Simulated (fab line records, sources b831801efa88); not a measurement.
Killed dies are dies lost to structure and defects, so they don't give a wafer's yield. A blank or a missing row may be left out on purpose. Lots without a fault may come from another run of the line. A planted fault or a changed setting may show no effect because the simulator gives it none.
fab line records | flow sky130
record lots=5 wafers=15 last_day=50
route steps=708 shown DNWELL@37 PWDE@45 NWELL@56 PAD_OPEN@708
lots that met no fault: from a run of the same line without faults
start_h: hours from the record's first day to the start of the lot's first wafer shown | wait_h: hours since the lot's step before | " the same as in the row above | L1.1+2: a row that stands for several wafers | - no value, or no start given | * or withheld: withheld | < > ~ a bound
route shown NAME@n: a module of which the file shows steps, and the number in the route of the first | usual: mean/standard deviation of fault-free wafers | same: alike in all rows | chamber/n: place in a boat | sites: the reading at each site | _std_site: their standard deviation | _edge_site: outer sites' mean less inner sites' | radius_mm: how far each site lies from the wafer's centre | mask NAME#n: copy n | behind: the tool/chamber that last shaped the wafer | hold: why the lot was held/for how many hours/how that ended | device: the transistor (n, p or np) that didn't switch | end of line: the same wafers' tests at the end of the route | a step without rows: its recipe alone | killed: dies lost to structure and defects at the first sort, not the wafer's yield | map: a wafer's dies, x killed, . not, _ none there
set.NAME: the setting as run; set.NAME@STEP: as run at that earlier step | model.NAME: the simulator's own value behind a step, which no gauge read
lots at some steps of the route; a table a step, a row a wafer
services: from which hour (start_h, from the record's first day; less than 0 if before it) a tool's chamber was out of use, for how many hours, and why
## steps
# step SKY_DNWELL_COAT_02
# recipe spin_rpm=2000 resist_thk_nm=3000
# step SKY_DNWELL_SOFTBAKE_03
# recipe temp_c=110 time_s=withheld
# step SKY_DNWELL_EXPOSE_04
# recipe mask_id=DNM na=0.57 target_cd_nm=3000 dose_mj=222
# step SKY_DNWELL_PEB_05
# recipe temp_c=115 time_s=withheld
# step SKY_DNWELL_DEVELOP_06
# recipe wall_angle_deg=90 developer=TMAH develop_time_s=60 dev_temp_c=23
# step SKY_DNWELL_IMPLANT_07
# recipe species=P energy_kev=withheld dose_cm2=withheld tilt_deg=withheld
# step SKY_DNWELL_STRIP_08
# recipe chemistry=O2/N2 power_w=1400 pressure_mtorr=1500 platen_temp_c=withheld o2_flow_sccm=3000 n2_flow_sccm=300 overash_fraction=0.5
# usual drypump_motor_current_A=5.8/0.49 n2_flow_sccm=299.8/0.92 oes_product_au=0.722/0.0046 strip_time_to_endpoint_s=36.95/0.1
# columns lot.wafer tool chamber start_h wait_h drypump_motor_current_A n2_flow_sccm oes_product_au rf_hours_counter_h strip_time_to_endpoint_s
L419.2 plasma_asher-02 0 88.83 0.1 4.9 299.7 0.724 38 36.90
L419.3 " 0 " " 4.8 300.1 0.722 - 36.84
L419.4 " 1 " " 5.7 300.0 0.724 - 36.92
L423.3 plasma_asher-02 0 102.68 0.1 4.9 299.6 0.716 - 36.95
L423.4 " 1 " " 5.7 300.7 0.728 - 37.06
L423.6 " 0 " " 4.9 299.8 0.712 - 36.98
L432.1 plasma_asher-01 1 155.40 0.1 6.3 300.8 0.725 36 37.03
L432.2 " 0 " " 6.2 299.5 0.722 36 36.91
L432.4 " 1 " " 6.3 301.2 0.728 - 36.90
L433.3 plasma_asher-03 0 160.34 0.1 6.0 297.2 0.724 - 36.94
L433.4 " 1 " " 5.7 300.6 0.728 - 36.89
L433.5 " 0 " " 6.0 298.9 0.721 - 36.99
L436.1 plasma_asher-03 0 177.16 0.1 6.0 300.9 0.718 5 37.02
L436.2 " 1 " " 5.7 298.6 0.721 5 37.20
L436.4 " 0 " " 6.0 299.1 0.717 - 37.16
# step SKY_DNWELL_TW_MEAS_09
# usual DNWELL_TW=1110/7.8
# columns lot.wafer tool chamber start_h wait_h DNWELL_TW
L419.2 film_metro-04 - 88.94 0.1 1105
L419.3 " - " " 1110
L419.4 " - " " 1111
L423.3 film_metro-03 - 102.77 0.1 1107
L423.4 " - " " 1099
L423.6 " - " " 1106
L432.1 film_metro-02 - 155.50 0.1 1108
L432.2 " - " " 1106
L432.4 " - " " 1101
L433.3 film_metro-03 - 160.43 0.1 1110
L433.4 " - " " 1115
L433.5 " - " " 1115
L436.1 film_metro-04 - 177.26 0.1 1111
L436.2 " - " " 1110
L436.4 " - " " 1106
# step SKY_PWDE_DEHYDRATE_00
# recipe temp_c=200 time_s=60
# step SKY_PWDE_HMDS_01
# recipe prime_time_s=60 prime_temp_c=120
# step SKY_PWDE_COAT_02
# recipe spin_rpm=2000 resist_thk_nm=3000
# step SKY_PWDE_SOFTBAKE_03
# recipe temp_c=110 time_s=withheld
# step SKY_PWDE_EXPOSE_04
# recipe mask_id=PWDEM na=0.6 source_shape=conventional sigma_outer=0.6 polarization=unpolarized target_cd_nm=840 dose_mj=214
# columns lot.wafer tool chamber start_h wait_h mask
L419.2+3+4 iline_stepper-02 0 97.44 - PWDEM#0
L423.3+4+6 iline_stepper-02 0 111.60 - NWM#0
L432.1+2+4 iline_stepper-02 0 165.85 - PWDEM#0
L433.3+4+5 iline_stepper-02 0 170.58 - PWDEM#0
L436.1+2+4 iline_stepper-01 0 187.79 - PWDEM#0
# step SKY_PWDE_PEB_05
# recipe temp_c=115 time_s=withheld
# step SKY_PWDE_DEVELOP_06
# recipe wall_angle_deg=90 developer=TMAH develop_time_s=60 dev_temp_c=23
# step SKY_PWDE_OVL_MEAS_07
# usual PWDE_OVL=0.4/1.5
# columns lot.wafer tool chamber start_h wait_h PWDE_OVL[nm]
L419.2 overlay-01 - 106.39 - 0.2
L419.3 " - " " 0.0
L419.4 " - " " 0.1
L423.3 overlay-02 - 121.02 - -
L423.4 " - " " -
L423.6 " - " " -
L432.1 overlay-02 - 175.44 - 2.9
L432.2 " - " " 3.9
L432.4 " - " " 4.4
L433.3 overlay-02 - 181.22 - 1.5
L433.4 " - " " -0.5
L433.5 " - " " -0.1
L436.1 overlay-01 - 198.54 - 0.8
L436.2 " - " " -0.2
L436.4 " - " " 1.2
# step SKY_PWDE_IMPLANT_08
# recipe species=B energy_kev=150 dose_cm2=3.6e+12 tilt_deg=withheld
# step SKY_PWDE_STRIP_09
# recipe chemistry=O2/N2 power_w=1400 pressure_mtorr=1500 platen_temp_c=withheld o2_flow_sccm=3000 n2_flow_sccm=300 overash_fraction=0.5
# usual drypump_motor_current_A=5.5/0.37 n2_flow_sccm=300.0/0.78 oes_product_au=0.723/0.0043 strip_time_to_endpoint_s=36.95/0.1
# columns lot.wafer tool chamber start_h wait_h drypump_motor_current_A n2_flow_sccm oes_product_au rf_hours_counter_h strip_time_to_endpoint_s
L419.2 plasma_asher-03 0 106.66 0.1 6.0 299.9 0.715 41 37.04
L419.3 " 0 " " 6.0 300.2 0.720 - 36.99
L419.4 " 1 " " 5.7 300.3 0.718 - 37.01
L423.3 plasma_asher-03 1 121.23 0.1 5.7 300.9 0.723 - 36.93
L423.4 " 0 " " 6.0 300.2 0.727 - 36.95
L423.6 " 1 " " 5.7 300.5 0.724 - 36.96
L432.1 plasma_asher-03 1 175.62 0.1 5.7 299.4 0.727 5 36.88
L432.2 " 0 " " 6.0 299.8 0.719 5 36.87
L432.4 " 1 " " 5.7 299.2 0.724 - 36.95
L433.3 plasma_asher-02 1 181.43 0.1 5.7 300.6 0.725 - 36.90
L433.4 " 0 " " 4.9 300.1 0.723 - 36.86
L433.5 " 0 " " 4.9 299.6 0.718 - 36.84
L436.1 plasma_asher-04 1 198.72 0.1 5.6 300.6 0.720 53 37.05
L436.2 " 0 " " 5.4 299.4 0.713 53 37.16
L436.4 " 0 " " 5.4 300.5 0.721 - 37.06
# step SKY_PWDE_TW_MEAS_10
# usual PWDE_TW=372.4/2
# columns lot.wafer tool chamber start_h wait_h PWDE_TW
L419.2 film_metro-02 - 106.77 0.1 372.9
L419.3 " - " " 373.2
L419.4 " - " " 371.6
L423.3 film_metro-03 - 121.31 0.1 30.1
L423.4 " - " " 29.9
L423.6 " - " " 30.1
L432.1 film_metro-02 - 175.72 0.1 371.0
L432.2 " - " " 371.2
L432.4 " - " " 371.5
L433.3 film_metro-02 - 181.51 0.1 371.0
L433.4 " - " " 370.7
L433.5 " - " " 373.9
L436.1 film_metro-03 - 198.82 0.1 372.9
L436.2 " - " " 371.4
L436.4 " - " " 372.7
# step SKY_NWELL_DEHYDRATE_03
# recipe temp_c=200 time_s=60
# step SKY_PAD_OPEN_PROBE_99
# usual killed_at_M0_to_M3=42/7.4 killed_at_M4_up=3.3/2.1 killed_at_contacts=24/5.3 killed_at_front_end=15/4.5 killed_at_other=0.3/0.57 killed_dies=84/10 killed_on_rim=17/3.8 killed_open=46/7.5 killed_short=38/6.4
# same gross_dies=492 killed_at_back_side=0
# columns lot.wafer tool chamber start_h wait_h killed_at_M0_to_M3 killed_at_M4_up killed_at_contacts killed_at_front_end killed_at_other killed_dies killed_on_rim killed_open killed_short
L419.2 prober-02 - 1115.08 0.1 45 1 29 5 0 80 15 50 29
L419.3 prober-02 - 1115.13 0.2 23 3 25 6 0 57 14 35 22
L419.4 prober-02 - 1115.18 0.2 41 5 22 13 0 81 28 39 42
L423.3 prober-02 - 1131.57 0.2 42 4 30 416 0 492 96 51 42
L423.4 prober-02 - 1131.62 0.2 35 3 23 431 0 492 96 51 29
L423.6 prober-02 - 1131.72 0.2 36 4 22 430 0 492 96 42 42
L432.1 prober-01 - 1185.66 0.1 40 9 18 11 0 78 14 43 35
L432.2 prober-01 - 1185.71 0.1 43 4 22 17 1 87 19 45 41
L432.4 prober-01 - 1185.81 0.2 45 1 20 17 1 84 24 37 47
L436.1 prober-02 - 1199.05 0.1 51 4 31 15 0 101 18 67 34
L436.2 prober-02 - 1199.10 0.1 49 2 16 19 0 86 13 47 38
L436.4 prober-02 - 1199.20 0.2 45 3 19 16 0 83 15 47 36
# killed by level:class
L419.2 VIA1:geometric_particle:open=12 VIA2:geometric_particle:open=12 CONTACT:geometric_particle:open=11 METAL2:geometric_particle:short=7 VIA3:geometric_particle:open=6 CONTACT:geometric_particle:short=5 LI_CONTACT:geometric_particle:open=4 LOCAL_INTERCONNECT:geometric_particle:short=4
L419.3 LI_CONTACT:geometric_particle:open=12 CONTACT:geometric_particle:open=10 METAL2:geometric_particle:short=4 POLY_GATE:geometric_particle:open=3 METAL1:geometric_particle:short=3 VIA1:geometric_particle:open=3 METAL3:geometric_particle:short=3 VIA3:geometric_particle:open=3
L419.4 VIA2:geometric_particle:open=11 VIA1:geometric_particle:open=10 CONTACT:geometric_particle:short=9 METAL1:geometric_particle:short=5 METAL4:geometric_particle:short=5 LI_CONTACT:geometric_particle:open=4 CONTACT:geometric_particle:open=4 VIA2:geometric_particle:short=4
L423.3 PWDE:area_expose=399 VIA1:geometric_particle:open=12 CONTACT:geometric_particle:open=10 LI_CONTACT:geometric_particle:open=10 FIELD_ISO:geometric_particle:short=8 LOCAL_INTERCONNECT:geometric_particle:short=5 VIA3:geometric_particle:short=5 METAL2:geometric_particle:short=5
L423.4 PWDE:area_expose=412 VIA3:geometric_particle:open=10 CONTACT:geometric_particle:open=8 VIA1:geometric_particle:open=7 FIELD_ISO:geometric_particle:open=6 LI_CONTACT:geometric_particle:open=5 CONTACT:geometric_particle:short=5 VIA2:geometric_particle:open=5
L423.6 PWDE:area_expose=408 VIA1:geometric_particle:open=15 FIELD_ISO:geometric_particle:open=7 LI_CONTACT:geometric_particle:open=7 FIELD_ISO:geometric_particle:short=6 CONTACT:geometric_particle:open=5 POLY_GATE:geometric_particle:short=4 LOCAL_INTERCONNECT:geometric_particle:short=4
L432.1 CONTACT:geometric_particle:open=9 VIA3:geometric_particle:open=6 METAL2:geometric_particle:short=6 METAL4:geometric_particle:short=6 VIA2:geometric_particle:short=5 LI_CONTACT:geometric_particle:open=5 VIA1:geometric_particle:open=5 VIA2:geometric_particle:open=5
L432.2 VIA1:geometric_particle:open=11 VIA2:geometric_particle:open=9 CONTACT:geometric_particle:open=6 METAL1:geometric_particle:short=6 LI_CONTACT:geometric_particle:short=5 FIELD_ISO:geometric_particle:open=4 POLY_GATE:geometric_particle:short=4 LOCAL_INTERCONNECT:geometric_particle:short=4
L432.4 VIA1:geometric_particle:open=9 CONTACT:geometric_particle:open=8 METAL1:geometric_particle:short=7 FIELD_ISO:geometric_particle:short=5 LOCAL_INTERCONNECT:geometric_particle:short=5 METAL2:geometric_particle:short=5 VIA2:geometric_particle:short=5 VIA2:geometric_particle:open=5
L436.1 CONTACT:geometric_particle:open=21 VIA1:geometric_particle:open=13 VIA1:geometric_particle:short=7 VIA2:geometric_particle:open=7 FIELD_ISO:geometric_particle:open=6 LI_CONTACT:geometric_particle:open=5 VIA3:geometric_particle:open=5 METAL1:geometric_particle:open=4
L436.2 VIA1:geometric_particle:open=10 VIA3:geometric_particle:open=10 METAL1:geometric_particle:short=8 FIELD_ISO:geometric_particle:open=6 VIA2:geometric_particle:open=6 VIA3:geometric_particle:short=6 FIELD_ISO:geometric_particle:short=5 LI_CONTACT:geometric_particle:open=5
L436.4 CONTACT:geometric_particle:open=11 VIA3:geometric_particle:open=10 POLY_GATE:geometric_particle:short=7 VIA1:geometric_particle:short=6 VIA2:geometric_particle:open=6 METAL1:geometric_particle:short=5 LI_CONTACT:geometric_particle:open=4 VIA1:geometric_particle:open=4
# map L423.3 (x killed, . not)
__________xxxxxxxxxx_________
________xxxxxxxxxxxxxx_______
______xxxxxxxxxxxxxxxxxx_____
_____xxxxxxxxxxxxxxxxxxxx____
____xxxxxxxxxxxxxxxxxxxxxx___
___xxxxxxxxxxxxxxxxxxxxxxxx__
__xxxxxxxxxxxxxxxxxxxxxxxxxx_
_xxxxxxxxxxxxxxxxxxxxxxxxxxxx
_xxxxxxxxxxxxxxxxxxxxxxxxxxxx
_xxxxxxxxxxxxxxxxxxxxxxxxxxxx
_xxxxxxxxxxxxxxxxxxxxxxxxxxxx
_xxxxxxxxxxxxxxxxxxxxxxxxxxxx
_xxxxxxxxxxxxxxxxxxxxxxxxxxxx
_xxxxxxxxxxxxxxxxxxxxxxxxxxxx
_xxxxxxxxxxxxxxxxxxxxxxxxxxxx
__xxxxxxxxxxxxxxxxxxxxxxxxxx_
___xxxxxxxxxxxxxxxxxxxxxxxx__
____xxxxxxxxxxxxxxxxxxxxxx___
_____xxxxxxxxxxxxxxxxxxxx____
______xxxxxxxxxxxxxxxxxx_____
________xxxxxxxxxxxxxx_______
__________xxxxxxxxxx_________
# map L419.4 (x killed, . not)
__________..xxx....._________
________......x.x....x_______
______.............x..x._____
_____.x...............x..____
____....xx..x..x..........___
___xx.....xx..x......x..x..__
__.....x..x...x..x.......x.._
_..x............x...........x
_.......x.....x..x.x.x..x.x.x
_x......................x.x..
_........x........x..........
_xx....x................x...x
_.x.x........x..x......x....x
_......x.................x...
_.x......x...................
__.x........x....x....xx...x_
___.x...........xx.......x.__
____..........x..x........___
_____.x........x.........____
______x........x........_____
________.xx......x...._______
__________xx.xxx...._________
## services
# columns tool chamber start_h hours kind
plasma_asher-02 - 68.15 7.5 repair
plasma_asher-01 - 78.47 1.4 repair
plasma_asher-04 - 91.42 2.5 repair
iline_stepper-02 0 101.42 - calibration
iline_stepper-02 - 104.67 3.1 repair
plasma_asher-03 - 108.75 9.0 pm
plasma_asher-03 0 108.75 9.0 vent_cycle
plasma_asher-03 1 108.75 9.0 vent_cycle
iline_stepper-01 - 113.71 1.7 pm
plasma_asher-03 0 117.75 - clean
plasma_asher-03 1 117.75 - clean
iline_stepper-02 - 123.92 2.9 repair
iline_stepper-01 0 139.73 - calibration
plasma_asher-03 - 151.97 6.0 repair
iline_stepper-02 - 155.22 2.5 repair
iline_stepper-01 - 159.80 - consumable_replace:lamp
iline_stepper-02 - 173.87 1.7 pm
## key
first_sign step=SKY_PWDE_EXPOSE_04 reading=mask direction=changed
effect step=SKY_PWDE_OVL_MEAS_07 reading=PWDE_OVL direction=missing
effect step=SKY_PWDE_TW_MEAS_10 reading=PWDE_TW direction=down sigmas=99+ usual=372.4 struck=30.0
effect step=SKY_PAD_OPEN_PROBE_99 reading=killed_at_front_end direction=up sigmas=92 usual=15 struck=426
more_kills_born_at SKY_PWDE_EXPOSE_04@iline_stepper-02=1219
met_at SKY_PWDE_EXPOSE_04
struck_wafers L423.3,L423.4,L423.6
tester_left_out L423
onset_between 97.44 111.60
fault kind=wrong_mask tool=any chamber=- onset_h=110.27 steps=SKY_PWDE_EXPOSE_04 aux_copy=NWM#0 scope=struck_lots_only
# tester_left_out: of these lots the tester's yield and bins aren't shown, on N5 and GAA mostly nor the transistor test; their killed dies are dies lost to structure and defects alone, not to doping, threshold or leakage, so they don't give the yield
